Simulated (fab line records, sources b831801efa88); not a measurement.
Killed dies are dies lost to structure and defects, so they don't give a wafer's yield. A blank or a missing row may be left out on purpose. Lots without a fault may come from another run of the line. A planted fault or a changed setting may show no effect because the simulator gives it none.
fab line records | flow sfq_line
record lots=14 wafers=42 last_day=95
route steps=325 shown I0@45 I1@73
lots that met no fault: from a run of the same line without faults
start_h: hours from the record's first day to the start of the lot's first wafer shown | wait_h: hours since the lot's step before | " the same as in the row above | L1.1+2: a row that stands for several wafers | - no value, or no start given | * or withheld: withheld | < > ~ a bound
route shown NAME@n: a module of which the file shows steps, and the number in the route of the first | usual: mean/standard deviation of fault-free wafers | same: alike in all rows | chamber/n: place in a boat | sites: the reading at each site | _std_site: their standard deviation | _edge_site: outer sites' mean less inner sites' | radius_mm: how far each site lies from the wafer's centre | mask NAME#n: copy n | behind: the tool/chamber that last shaped the wafer | hold: why the lot was held/for how many hours/how that ended | device: the transistor (n, p or np) that didn't switch | end of line: the same wafers' tests at the end of the route | a step without rows: its recipe alone | killed: dies lost to structure and defects at the first sort, not the wafer's yield | map: a wafer's dies, x killed, . not, _ none there
set.NAME: the setting as run; set.NAME@STEP: as run at that earlier step | model.NAME: the simulator's own value behind a step, which no gauge read
steps of the route over a sample of lots; a table a step, a row a wafer
services: from which hour (start_h, from the record's first day; less than 0 if before it) a tool's chamber was out of use, for how many hours, and why
## steps
# step SFQ_I0_BOW_MEAS_907
# recipe mode=bow
# usual I0_BOW=0/6.7
# columns lot.wafer tool chamber start_h wait_h I0_BOW[um]
L284.1 film_metro-02 - 263.55 1.0 -2
L284.4 " - " " 1
L284.5 " - " " -3
L285.1 film_metro-01 - 268.33 1.5 -1
L285.4 " - " " 7
L285.6 " - " " -2
L286.1 film_metro-02 - 279.73 2.5 -8
L286.4 " - " " 5
L286.6 " - " " 10
L289.4 film_metro-04 - 321.94 2.1 2
L289.5 " - " " 5
L289.6 " - " " 11
L290.1 film_metro-01 - 330.88 2.5 -12
L290.3 " - " " -5
L290.5 " - " " -11
L291.3 film_metro-01 - 339.92 1.0 3
L291.4 " - " " 20
L291.6 " - " " 3
L293.2 film_metro-04 - 367.77 2.5 -7
L293.3 " - " " -10
L293.6 " - " " -7
L294.1 film_metro-02 - 373.75 2.5 -13
L294.2 " - " " 0
L294.3 " - " " 9
L302.2 film_metro-01 - 428.01 2.5 8
L302.4 " - " " 0
L302.6 " - " " -11
L303.1 film_metro-04 - 444.23 1.0 7
L303.3 " - " " -1
L303.4 " - " " 9
L304.3 film_metro-04 - 462.03 2.0 18
L304.5 " - " " 5
L304.6 " - " " 5
L305.2 film_metro-02 - 469.48 2.0 -7
L305.3 " - " " 4
L305.4 " - " " 4
L306.1 film_metro-02 - 481.24 1.5 -9
L306.2 " - " " -1
L306.3 " - " " 3
L307.2 film_metro-02 - 492.93 2.0 0
L307.4 " - " " 0
L307.5 " - " " 4
# step SFQ_TRILAYER_I1_DEP_PECVD_045
# recipe material=SiO2 temp_c=150 time_s=111.11 pressure_torr=2.4 rf_w=183.3 precursor=SiH4/N2O target_thk_nm=500
# usual chamber_pressure_Torr=2.400/0.0051 heater_power_outer_w=37/10 heater_power_w=94/14 throttle_valve_pct=24.6/0.97
# columns lot.wafer tool chamber start_h wait_h chamber_pressure_Torr heater_power_outer_w heater_power_w throttle_valve_pct
L284.1 pecvd-02 1 553.89 0.0 2.398 46 102 25.7
L284.4 " 0 " " 2.397 29 83 25.8
L284.5 " 1 " " 2.400 49 104 25.8
L285.1 pecvd-02 1 562.21 0.0 2.404 51 106 25.8
L285.4 " 0 " " 2.401 32 85 26.1
L285.6 " 1 " " 2.402 52 107 25.6
L286.1 pecvd-02 2 582.11 0.0 2.406 49 116 23.8
L286.4 " 1 " " 2.408 35 85 23.5
L286.6 " 2 " " 2.396 54 119 23.4
L289.4 pecvd-04 0 622.94 0.0 2.398 30 82 24.0
L289.5 " 1 " " 2.402 18 71 25.7
L289.6 " 2 " " 2.402 37 91 25.7
L290.1 pecvd-02 2 632.24 0.0 2.389 54 121 23.8
L290.3 " 0 " " 2.402 31 86 23.5
L290.5 " 1 " " 2.409 48 103 23.6
L291.3 pecvd-04 0 642.11 0.0 2.400 43 101 24.2
L291.4 " 0 " " 2.401 29 86 24.3
L291.6 " 1 " " 2.411 29 86 25.6
L293.2 pecvd-02 2 674.65 0.0 2.395 41 101 24.2
L293.3 " 0 " " 2.393 30 83 23.2
L293.6 " 2 " " 2.400 47 109 24.4
L294.1 pecvd-01 1 687.42 0.0 2.404 38 99 25.9
L294.2 " 2 " " 2.395 42 106 23.9
L294.3 " 0 " " 2.404 25 84 24.4
L302.2 pecvd-01 1 754.64 0.0 2.395 28 85 26.1
L302.4 " 2 " " 2.398 36 99 24.3
L302.6 " 0 " " 2.403 23 84 24.4
L303.1 pecvd-02 0 765.42 0.0 2.397 21 71 23.8
L303.3 " 2 " " 2.407 50 113 24.6
L303.4 " 1 " " 2.402 48 106 23.9
L304.3 pecvd-01 0 782.45 0.0 2.397 26 86 24.6
L304.5 " 1 " " 2.399 38 99 25.9
L304.6 " 2 " " 2.402 37 103 24.5
L305.2 pecvd-02 0 784.85 0.0 2.399 20 69 23.5
L305.3 " 1 " " 2.403 40 93 24.1
L305.4 " 1 " " 2.396 43 96 24.0
L306.1 pecvd-04 0 798.05 0.0 2.401 41 97 24.3
L306.2 " 1 " " 2.407 30 85 25.7
L306.3 " 2 " " 2.403 37 92 25.8
L307.2 pecvd-04 1 806.45 0.0 2.416 29 86 25.3
L307.4 " 0 " " 2.402 35 92 24.4
L307.5 " 1 " " 2.401 18 69 25.5
# step SFQ_I1_BOW_MEAS_912
# recipe mode=bow
# usual I1_BOW=1/6.9
# columns lot.wafer tool chamber start_h wait_h I1_BOW[um]
L284.1 film_metro-03 - 556.97 1.5 -3
L284.4 " - " " 3
L284.5 " - " " -2
L285.1 film_metro-01 - 565.29 2.5 0
L285.4 " - " " 8
L285.6 " - " " -1
L286.1 film_metro-02 - 587.49 1.5 -11
L286.4 " - " " 2
L286.6 " - " " 8
L289.4 film_metro-03 - 626.04 1.6 -2
L289.5 " - " " 1
L289.6 " - " " 8
L290.1 film_metro-01 - 635.32 2.0 -7
L290.3 " - " " 1
L290.5 " - " " -4
L291.3 film_metro-01 - 645.82 2.0 4
L291.4 " - " " 21
L291.6 " - " " 4
L293.2 film_metro-02 - 677.74 2.5 -2
L293.3 " - " " -7
L293.6 " - " " -4
L294.1 film_metro-03 - 692.72 2.5 -10
L294.2 " - " " 3
L294.3 " - " " 11
L302.2 film_metro-01 - 758.32 1.0 5
L302.4 " - " " -2
L302.6 " - " " -14
L303.1 film_metro-03 - 770.30 1.0 8
L303.3 " - " " 1
L303.4 " - " " 11
L304.3 film_metro-01 - 785.56 2.0 21
L304.5 " - " " 8
L304.6 " - " " 8
L305.2 film_metro-01 - 788.54 2.0 -2
L305.3 " - " " 8
L305.4 " - " " 8
L306.1 film_metro-02 - 801.67 2.5 -5
L306.2 " - " " 4
L306.3 " - " " 8
L307.2 film_metro-03 - 812.54 2.5 7
L307.4 " - " " 3
L307.5 " - " " 8
# step SFQ_TRILAYER_I1_VIA_LITHO_COAT_054
# recipe resist=BARC spin_rpm=3000 resist_thk_nm=62
# usual chill_plate_temp_C=22.99/0.11 spin_speed_rpm=2999.7/2
# columns lot.wafer tool chamber start_h wait_h chill_plate_temp_C spin_speed_rpm
L284.1 litho_track-04 0 558.29 1.0 23.32 2996.7
L284.4 " 0 " " 23.13 3001.1
L284.5 " 0 " " 22.97 3000.2
L285.1 litho_track-01 0 566.61 1.0 22.92 2997.5
L285.4 " 0 " " 23.20 3001.7
L285.6 " 0 " " 23.00 3003.1
L286.1 litho_track-03 0 588.81 1.0 23.07 3000.6
L286.4 " 0 " " 22.91 3000.8
L286.6 " 0 " " 22.90 3002.6
L289.4 litho_track-04 0 627.45 0.6 22.92 2999.0
L289.5 " 0 " " 22.76 2998.6
L289.6 " 0 " " 22.88 2994.7
L290.1 litho_track-01 0 636.64 1.0 23.12 2995.8
L290.3 " 0 " " 23.11 2996.0
L290.5 " 0 " " 23.12 2999.5
L291.3 litho_track-01 0 647.20 0.7 23.19 3002.5
L291.4 " 0 " " 23.01 3001.2
L291.6 " 0 " " 22.98 2999.5
L293.2 litho_track-01 0 679.09 0.8 23.07 2657.6
L293.3 " 0 " " 22.89 2656.3
L293.6 " 0 " " 22.91 2658.0
L294.1 litho_track-01 0 694.04 1.0 23.00 2653.1
L294.2 " 0 " " 22.82 2655.8
L294.3 " 0 " " 22.98 2654.1
L302.2 litho_track-01 0 759.67 0.8 22.85 2999.7
L302.4 " 0 " " 22.91 2998.7
L302.6 " 0 " " 23.02 2997.4
L303.1 litho_track-04 0 771.62 1.0 22.81 2999.5
L303.3 " 0 " " 22.97 3002.6
L303.4 " 0 " " 22.81 3002.6
L304.3 litho_track-01 0 786.94 0.7 23.13 2999.9
L304.5 " 0 " " 22.99 2997.8
L304.6 " 0 " " 23.18 2996.7
L305.2 litho_track-01 0 789.89 0.8 22.82 2999.4
L305.3 " 0 " " 22.93 2999.1
L305.4 " 0 " " 22.92 3001.4
L306.1 litho_track-04 0 802.99 1.0 23.04 3001.9
L306.2 " 0 " " 23.04 2998.8
L306.3 " 0 " " 23.12 3003.1
L307.2 litho_track-04 0 813.89 0.8 23.03 2998.4
L307.4 " 0 " " 23.14 2997.4
L307.5 " 0 " " 23.12 2999.8
# step SFQ_TRILAYER_I1_VIA_BARC_OPEN_VIA_ETCH_071
# recipe mask_material=PR chemistry=O2 target_depth_nm=125 target=BARC source_w=500 bias_w=80 pressure_mtorr=30 time_s=41.7
# usual drypump_motor_current_A=5.2/0.35 oes_product_au=0.686/0.0049
# columns lot.wafer tool chamber start_h wait_h drypump_motor_current_A oes_product_au rf_hours_counter_h
L284.1 rie_diel-03 3 561.54 0.0 5.3 0.687 1
L284.4 " 3 " " 5.3 0.680 -
L284.5 " 2 " " 5.7 0.683 -
L285.1 rie_diel-02 1 572.61 0.0 4.9 0.680 4
L285.4 " 0 " " 5.6 0.688 -
L285.6 " 3 " " 4.9 0.685 -
L286.1 rie_diel-02 2 591.22 0.0 5.0 0.682 0
L286.4 " 3 " " 4.9 0.688 8
L286.6 " 3 " " 4.9 0.678 -
L289.4 rie_diel-02 1 630.12 0.0 4.9 0.685 5
L289.5 " 1 " " 4.9 0.685 -
L289.6 " 0 " " 5.6 0.683 -
L290.1 rie_diel-03 1 639.14 0.0 5.6 0.681 1
L290.3 " 3 " " 5.3 0.685 2
L290.5 " 1 " " 5.6 0.689 -
L291.3 rie_diel-03 2 701.07 0.0 5.7 0.690 0
L291.4 " 3 " " 5.2 0.684 3
L291.6 " 0 " " 5.6 0.686 -
L293.2 rie_diel-04 3 703.47 0.0 5.5 0.701 18
L293.3 " 1 " " 5.9 0.714 12
L293.6 " 1 " " 5.9 0.707 -
L294.1 rie_diel-03 3 704.67 0.0 5.3 0.708 3
L294.2 " 2 " " 5.7 0.706 0
L294.3 " 1 " " 5.6 0.711 2
L302.2 rie_diel-04 0 778.08 0.0 5.0 0.688 1
L302.4 " 2 " " 4.9 0.682 10
L302.6 " 2 " " 4.9 0.672 -
L303.1 rie_diel-02 0 779.28 0.0 5.6 0.681 2
L303.3 " 2 " " 5.0 0.685 3
L303.4 " 1 " " 4.9 0.688 7
L304.3 rie_diel-02 3 789.82 0.0 4.9 0.676 10
L304.5 " 2 " " 5.0 0.683 -
L304.6 " 3 " " 4.9 0.686 -
L305.2 rie_diel-04 3 792.13 0.0 5.5 0.691 20
L305.3 " 0 " " 5.0 0.683 2
L305.4 " 1 " " 5.9 0.689 14
L306.1 rie_diel-04 0 805.67 0.0 5.0 0.672 2
L306.2 " 1 " " 5.9 0.691 14
L306.3 " 2 " " 4.9 0.692 11
L307.2 rie_diel-02 2 820.82 0.0 5.0 0.684 3
L307.4 " 3 " " 4.9 0.684 11
L307.5 " 3 " " 4.9 0.696 -
## services
# columns tool chamber start_h hours kind
rie_diel-04 0 542.01 8.0 repair
pecvd-02 - 563.75 14.0 pm
rie_diel-02 - 567.88 1.1 repair
rie_diel-03 0 570.75 2.3 repair
pecvd-02 0 578.73 21.6 repair
rie_diel-04 0 581.37 5.1 repair
rie_diel-03 2 582.79 7.5 repair
rie_diel-02 1 598.31 5.2 repair
pecvd-01 0 611.95 3.6 repair
pecvd-01 - 629.53 5.5 pm
pecvd-01 - 638.07 1.3 repair
pecvd-04 0 699.70 1.8 repair
pecvd-04 - 701.31 0.9 repair
rie_diel-02 0 727.09 8.0 repair
pecvd-02 1 731.67 2.3 repair
rie_diel-03 3 733.62 1.9 repair
pecvd-01 0 742.96 5.4 repair
rie_diel-03 - 745.65 0.4 repair
rie_diel-03 0 746.95 2.9 repair
pecvd-04 - 754.97 2.5 repair
rie_diel-03 - 777.03 5.6 repair
rie_diel-03 1 777.18 8.5 repair
rie_diel-04 2 778.88 3.1 repair
rie_diel-02 2 785.31 1.4 repair
## key
first_sign step=SFQ_TRILAYER_I1_VIA_LITHO_COAT_054 reading=spin_speed_rpm direction=down sigmas=99+ usual=2999.7 struck=2655.8
effect step=SFQ_TRILAYER_I1_VIA_BARC_OPEN_VIA_ETCH_071 reading=oes_product_au direction=up sigmas=4.5 usual=0.686 struck=0.708
met_at SFQ_TRILAYER_I1_VIA_LITHO_COAT_054
struck_lots L293,L294
not_acting_at SFQ_I0_BOW_MEAS_907,SFQ_TRILAYER_I1_DEP_PECVD_045,SFQ_I1_BOW_MEAS_912
onset_between 647.20 679.09
fault kind=process_parameter_drift tool=litho_track-01 chamber=- onset_h=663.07 steps=SFQ_TRILAYER_I1_VIA_LITHO_COAT_054 channel=spin_rpm offset=-343.8 shape=step end_h=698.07 acts_in=these_recipes_only stated=3000
